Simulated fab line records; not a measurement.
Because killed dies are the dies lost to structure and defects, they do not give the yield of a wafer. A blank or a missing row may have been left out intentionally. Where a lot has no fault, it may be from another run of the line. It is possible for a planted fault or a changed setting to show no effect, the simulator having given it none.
Matching of chambers | flow gf180mcu | wet_bench-01 running GF_STI_WET_ETCH_20: 3 sister chambers
The step etches SiO2 in dHF, target depth 20 nm, time 400 s. 3 wafers are shown with their chamber, then 4 later ones without.

WAFERS PAIRED WITH THEIR CHAMBERS
wafer  | chamber | run_length_s (s)
L125.5 | 1       | 427
L126.5 | 2       | 433
L137.4 | 3       | 434

WAFERS WITHOUT THEIR CHAMBER
wafer  | run_length_s (s)
L137.6 | 434
L139.1 | 425
L139.5 | 425
L139.6 | 425

EACH ONE'S CHAMBER
wafer  | from the rows above     | in truth
L137.6 | can't be placed: 3 or 2 | 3
L139.1 | 1                       | 1
L139.5 | 1                       | 1
L139.6 | 1                       | 1
Correctly placed: 3 of 4. From these rows, 1 cannot be placed; in 1 the true chamber is one of the candidates. Placed wrongly: 0.
How it was worked out, from the rows above alone: a wafer's distance from a chamber is the root of the sum, over the readings, of the square of ((its reading less the chamber's mean) divided by the reading's scatter). If the next closest chamber is less than 2 further off than the closest, the wafer can't be placed; otherwise it belongs to the closest. A chamber's mean is the mean of its shown wafers. The scatter: root of mean squared gap, hidden wafer to nearest shown wafer, with one shown wafer a chamber.
